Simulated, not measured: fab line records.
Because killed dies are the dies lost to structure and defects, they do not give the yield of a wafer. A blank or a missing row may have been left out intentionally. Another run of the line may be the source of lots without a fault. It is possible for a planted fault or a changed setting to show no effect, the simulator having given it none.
Which tool is to blame? :: flow gf180mcu :: 14 lots with 39 wafers sampled at 5 steps, on a route of 602 steps

## WHAT THE GAUGES READ, wafer by wafer
GF_NSD_CD_MEAS_07: the cd target is 400 nm. Usual: cd-nm reads 399.9 nm (standard deviation 2.7).
lot: L439
measured: day 13 07:13
on: cd-sem-02
cd-nm (nm): 398.9 399.3 400.0
flag: 

lot: L440
measured: day 13 20:01
on: cd-sem-01
cd-nm (nm): 395.7 395.9 396.8
flag: 

lot: L441
measured: day 14 02:55
on: cd-sem-01
cd-nm (nm): 402.2 401.6 399.6
flag: 

lot: L442
measured: day 14 10:01
on: cd-sem-01
cd-nm (nm): 395.7 398.2 399.6
flag: 

lot: L443
measured: day 14 22:37
on: cd-sem-02
cd-nm (nm): 397.5 398.5 398.6
flag: 

lot: L445
measured: day 15 10:44
on: cd-sem-01
cd-nm (nm): 403.1 402.6 401.8
flag: 

lot: L446
measured: day 15 20:55
on: cd-sem-01
cd-nm (nm): 400.5 399.9 398.4
flag: 

lot: L447
measured: day 16 05:49
on: cd-sem-01
cd-nm (nm): 402.6 400.2 400.7
flag: 

lot: L451
measured: day 17 16:01
on: cd-sem-01
cd-nm (nm): 401.2 400.2 400.0
flag: 

lot: L452
measured: day 17 21:38
on: cd-sem-01
cd-nm (nm): 396.0 397.5
flag: 

lot: L453
measured: day 18 04:32
on: cd-sem-01
cd-nm (nm): 398.0 398.8
flag: 

lot: L456
measured: day 19 15:09
on: cd-sem-02
cd-nm (nm): 403.3 402.1
flag: 

lot: L458
measured: day 20 10:50
on: cd-sem-02
cd-nm (nm): 401.0 400.2 402.7
flag: 

lot: L459
measured: day 20 11:42
on: cd-sem-01
cd-nm (nm): 401.4 401.6 400.1
flag: 

GF_SAB_CD_MEAS_09: the cd target is 420 nm. Usual: cd-nm reads 419.8 nm (standard deviation 2.6).
lot: L439
measured: day 15 02:01
on: cd-sem-01
cd-nm (nm): 419.3 419.3 417.6
flag: 

lot: L440
measured: day 15 15:57
on: cd-sem-01
cd-nm (nm): 424.5 424.6 424.2
flag: 

lot: L441
measured: day 15 21:35
on: cd-sem-01
cd-nm (nm): 425.7 422.8 424.1
flag: 

lot: L442
measured: day 16 06:07
on: cd-sem-02
cd-nm (nm): 425.8 422.4 423.6
flag: 

lot: L443
measured: day 16 20:01
on: cd-sem-02
cd-nm (nm): 422.5 423.7 423.9
flag: 

lot: L445
measured: day 17 11:08
on: cd-sem-01
cd-nm (nm): 415.1 415.6 418.2
flag: 

lot: L446
measured: day 17 18:50
on: cd-sem-01
cd-nm (nm): 420.5 419.8 419.8
flag: 

lot: L447
measured: day 18 05:46
on: cd-sem-02
cd-nm (nm): 423.9 422.8 423.0
flag: 

lot: L451
measured: day 19 17:20
on: cd-sem-01
cd-nm (nm): 419.4 419.7 420.7
flag: 

lot: L452
measured: day 19 23:23
on: cd-sem-02
cd-nm (nm): 418.6 419.8
flag: 

lot: L453
measured: day 20 05:53
on: cd-sem-01
cd-nm (nm): 418.6 419.0
flag: 

lot: L456
measured: day 21 16:30
on: cd-sem-02
cd-nm (nm): 417.6 414.9
flag: 

lot: L458
measured: day 22 11:11
on: cd-sem-01
cd-nm (nm): 418.6 416.3 418.6
flag: 

lot: L459
measured: day 22 11:48
on: cd-sem-02
cd-nm (nm): 419.7 417.6 418.8
flag: 

## TOOL THAT RAN EACH LOT (tool first, then ch and the chambers of the sampled wafers, then the start)
lot: L439
GF_NWELL_COAT_02: litho-track-01 ch 0, day 3 00:48
GF_NWELL_STRIP_10: plasma-asher-04 ch 0,1, day 3 07:04
GF_SAB_CVD_00: pecvd-01 ch 0,2, day 14 05:22

lot: L440
GF_NWELL_COAT_02: litho-track-03 ch 0, day 3 07:50
GF_NWELL_STRIP_10: plasma-asher-03 ch 0,1, day 3 15:21
GF_SAB_CVD_00: pecvd-03 ch 0,2, day 14 17:44

lot: L441
GF_NWELL_COAT_02: litho-track-03 ch 0, day 3 11:37
GF_NWELL_STRIP_10: plasma-asher-03 ch 0,1, day 3 19:28
GF_SAB_CVD_00: pecvd-03 ch 0,1,2, day 15 01:16

lot: L442
GF_NWELL_COAT_02: litho-track-03 ch 0, day 3 16:31
GF_NWELL_STRIP_10: plasma-asher-03 ch 0,1, day 3 23:37
GF_SAB_CVD_00: pecvd-01 ch 0,1, day 15 08:17

lot: L443
GF_NWELL_COAT_02: litho-track-01 ch 0, day 3 22:35
GF_NWELL_STRIP_10: plasma-asher-01 ch 0,1, day 4 06:10
GF_SAB_CVD_00: pecvd-03 ch 0,1, day 15 21:32

lot: L445
GF_NWELL_COAT_02: litho-track-03 ch 0, day 4 08:20
GF_NWELL_STRIP_10: plasma-asher-01 ch 0,1, day 4 15:50
GF_SAB_CVD_00: pecvd-01 ch 0,2, day 16 12:35

lot: L446
GF_NWELL_COAT_02: litho-track-04 ch 0, day 4 14:47
GF_NWELL_STRIP_10: plasma-asher-01 ch 0, day 4 22:35
GF_SAB_CVD_00: pecvd-03 ch 0,1,2, day 16 20:07

lot: L447
GF_NWELL_COAT_02: litho-track-04 ch 0, day 4 20:08
GF_NWELL_STRIP_10: plasma-asher-03 ch 0,1, day 5 04:03
GF_SAB_CVD_00: pecvd-03 ch 0,1,2, day 17 06:01

lot: L451
GF_NWELL_COAT_02: litho-track-03 ch 0, day 5 17:46
GF_NWELL_STRIP_10: plasma-asher-03 ch 0,1, day 6 01:40
GF_SAB_CVD_00: pecvd-01 ch 0,2, day 18 16:56

lot: L452
GF_NWELL_COAT_02: litho-track-04 ch 0, day 5 21:56
GF_NWELL_STRIP_10: plasma-asher-01 ch 0, day 6 05:29
GF_SAB_CVD_00: pecvd-01 ch 0,2, day 18 22:58

lot: L453
GF_NWELL_COAT_02: litho-track-04 ch 0, day 6 03:10
GF_NWELL_STRIP_10: plasma-asher-01 ch 0,1, day 6 11:20
GF_SAB_CVD_00: pecvd-02 ch 1, day 19 06:02

lot: L456
GF_NWELL_COAT_02: litho-track-04 ch 0, day 7 00:01
GF_NWELL_STRIP_10: plasma-asher-04 ch 0,1, day 7 08:52
GF_SAB_CVD_00: pecvd-02 ch 0,2, day 20 16:34

lot: L458
GF_NWELL_COAT_02: litho-track-03 ch 0, day 7 09:10
GF_NWELL_STRIP_10: plasma-asher-04 ch 0,1, day 7 17:29
GF_SAB_CVD_00: pecvd-01 ch 0,1, day 21 12:22

lot: L459
GF_NWELL_COAT_02: litho-track-01 ch 0, day 7 13:53
GF_NWELL_STRIP_10: plasma-asher-04 ch 0,1, day 7 22:59
GF_SAB_CVD_00: pecvd-02 ch 0,1,2, day 21 13:08
- GF_NWELL_COAT_02: resist thk 3000 nm.
- GF_NWELL_STRIP_10: strips in O2/N2.
- GF_SAB_CVD_00: deposits SiO2 from TEOS, target thk 50 nm, time 4.9302 s.

## WHAT THE TOOLS THEMSELVES READ (means of the sampled wafers that have a number; where no wafer has one, the mark that the record gives instead)
GF_NWELL_COAT_02. Usual: exhaust-pa reads 45.2 Pa (standard deviation 0.87).
lot: L439
tool: litho-track-01
exhaust-pa (Pa): 45.6
flag: 

lot: L440
tool: litho-track-03
exhaust-pa (Pa): 46.1
flag: 

lot: L441
tool: litho-track-03
exhaust-pa (Pa): 45.9
flag: 

lot: L442
tool: litho-track-03
exhaust-pa (Pa): 46.0
flag: 

lot: L443
tool: litho-track-01
exhaust-pa (Pa): 45.7
flag: 

lot: L445
tool: litho-track-03
exhaust-pa (Pa): 44.6
flag: 

lot: L446
tool: litho-track-04
exhaust-pa (Pa): 44.6
flag: 

lot: L447
tool: litho-track-04
exhaust-pa (Pa): 44.6
flag: 

lot: L451
tool: litho-track-03
exhaust-pa (Pa): 44.9
flag: 

lot: L452
tool: litho-track-04
exhaust-pa (Pa): 44.5
flag: 

lot: L453
tool: litho-track-04
exhaust-pa (Pa): 46.4
flag: 

lot: L456
tool: litho-track-04
exhaust-pa (Pa): 44.4
flag: 

lot: L458
tool: litho-track-03
exhaust-pa (Pa): 44.7
flag: 

lot: L459
tool: litho-track-01
exhaust-pa (Pa): 45.1
flag: 

GF_NWELL_STRIP_10. Usual: drypump-motor-current-A 5.6 A, standard deviation 0.44; heater-power-w 343 W, standard deviation 24; n2-flow-sccm 299.9 sccm, standard deviation 1; oes-product-au 0.723 a.u., standard deviation 0.0044; strip-time-to-endpoint-s 36.96 s, standard deviation 0.098.
lot: L439
tool: plasma-asher-04
drypump-motor-current-A (A): 6.2
heater-power-w (W): 378
n2-flow-sccm (sccm): 298.7
oes-product-au (a.u.): 0.725
strip-time-to-endpoint-s (s): 37.03
flag: 

lot: L440
tool: plasma-asher-03
drypump-motor-current-A (A): 5.3
heater-power-w (W): 329
n2-flow-sccm (sccm): 300.3
oes-product-au (a.u.): 0.721
strip-time-to-endpoint-s (s): 36.97
flag: 

lot: L441
tool: plasma-asher-03
drypump-motor-current-A (A): 5.3
heater-power-w (W): 346
n2-flow-sccm (sccm): 299.8
oes-product-au (a.u.): 0.723
strip-time-to-endpoint-s (s): 36.94
flag: 

lot: L442
tool: plasma-asher-03
drypump-motor-current-A (A): 5.3
heater-power-w (W): 345
n2-flow-sccm (sccm): 300.9
oes-product-au (a.u.): 0.726
strip-time-to-endpoint-s (s): 36.94
flag: 

lot: L443
tool: plasma-asher-01
drypump-motor-current-A (A): 5.6
heater-power-w (W): 345
n2-flow-sccm (sccm): 299.6
oes-product-au (a.u.): 0.724
strip-time-to-endpoint-s (s): 36.95
flag: 

lot: L445
tool: plasma-asher-01
drypump-motor-current-A (A): 6.0
heater-power-w (W): 350
n2-flow-sccm (sccm): 299.4
oes-product-au (a.u.): 0.723
strip-time-to-endpoint-s (s): 37.17
flag: 

lot: L446
tool: plasma-asher-01
drypump-motor-current-A (A): 5.3
heater-power-w (W): 344
n2-flow-sccm (sccm): 299.9
oes-product-au (a.u.): 0.721
strip-time-to-endpoint-s (s): 37.00
flag: 

lot: L447
tool: plasma-asher-03
drypump-motor-current-A (A): 5.3
heater-power-w (W): 345
n2-flow-sccm (sccm): 300.9
oes-product-au (a.u.): 0.719
strip-time-to-endpoint-s (s): 36.98
flag: 

lot: L451
tool: plasma-asher-03
drypump-motor-current-A (A): 5.4
heater-power-w (W): 339
n2-flow-sccm (sccm): 299.9
oes-product-au (a.u.): 0.723
strip-time-to-endpoint-s (s): 36.94
flag: 

lot: L452
tool: plasma-asher-01
drypump-motor-current-A (A): 5.3
heater-power-w (W): 348
n2-flow-sccm (sccm): 300.1
oes-product-au (a.u.): 0.717
strip-time-to-endpoint-s (s): 19.59
flag: OFF

lot: L453
tool: plasma-asher-01
drypump-motor-current-A (A): 5.8
heater-power-w (W): 352
n2-flow-sccm (sccm): 300.6
oes-product-au (a.u.): 0.718
strip-time-to-endpoint-s (s): 28.25
flag: OFF

lot: L456
tool: plasma-asher-04
drypump-motor-current-A (A): 6.0
heater-power-w (W): 349
n2-flow-sccm (sccm): 299.5
oes-product-au (a.u.): 0.719
strip-time-to-endpoint-s (s): 28.29
flag: OFF

lot: L458
tool: plasma-asher-04
drypump-motor-current-A (A): 6.2
heater-power-w (W): 361
n2-flow-sccm (sccm): 298.6
oes-product-au (a.u.): 0.720
strip-time-to-endpoint-s (s): 37.01
flag: 

lot: L459
tool: plasma-asher-04
drypump-motor-current-A (A): 6.2
heater-power-w (W): 357
n2-flow-sccm (sccm): 301.2
oes-product-au (a.u.): 0.722
strip-time-to-endpoint-s (s): 36.88
flag: 

GF_SAB_CVD_00. Usual: heater-power-w reads 690 W (standard deviation 72).
lot: L439
tool: pecvd-01
heater-power-w (W): 705
flag: 

lot: L440
tool: pecvd-03
heater-power-w (W): 622
flag: 

lot: L441
tool: pecvd-03
heater-power-w (W): 673
flag: 

lot: L442
tool: pecvd-01
heater-power-w (W): 649
flag: 

lot: L443
tool: pecvd-03
heater-power-w (W): 658
flag: 

lot: L445
tool: pecvd-01
heater-power-w (W): 674
flag: 

lot: L446
tool: pecvd-03
heater-power-w (W): 612
flag: 

lot: L447
tool: pecvd-03
heater-power-w (W): 625
flag: 

lot: L451
tool: pecvd-01
heater-power-w (W): 734
flag: 

lot: L452
tool: pecvd-01
heater-power-w (W): 733
flag: 

lot: L453
tool: pecvd-02
heater-power-w (W): 778
flag: 

lot: L456
tool: pecvd-02
heater-power-w (W): 754
flag: 

lot: L458
tool: pecvd-01
heater-power-w (W): 604
flag: 

lot: L459
tool: pecvd-02
heater-power-w (W): 767
flag: 

## THE ANSWER, worked out from the rows above alone
Rule: a lot counts as off when the mean over its wafers that have a number is more than 3 standard deviations away from the usual mean. A lot without any number at a reading at which 4 lots or more have one is off too. All remaining lots with rows at the step are treated as sound. Order of review: gauges by route order, followed by the tools' own readings, for which a lot's mean as printed above is used. The first step at which some lot is off is used, and at that step the reading that is off furthest; a lot without a number counts as furthest.
Off: L452, L453, L456, at GF_NWELL_STRIP_10 (strip-time-to-endpoint-s).
If a tool, at that step or one of the process steps before it, ran each lot that is off and ran no sound lot following the first of them, it fits. One candidate fits, namely litho-track-04 at GF_NWELL_COAT_02. Its last sound lot is L447 (day 4 20:08), its first lot that is off L452 (day 5 21:56): a fault that began between those two fits.

## WHAT THE SIMULATOR HAD PUT IN
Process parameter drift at GF_NWELL_COAT_02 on litho-track-04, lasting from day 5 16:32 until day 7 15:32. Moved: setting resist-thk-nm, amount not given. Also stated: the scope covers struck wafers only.
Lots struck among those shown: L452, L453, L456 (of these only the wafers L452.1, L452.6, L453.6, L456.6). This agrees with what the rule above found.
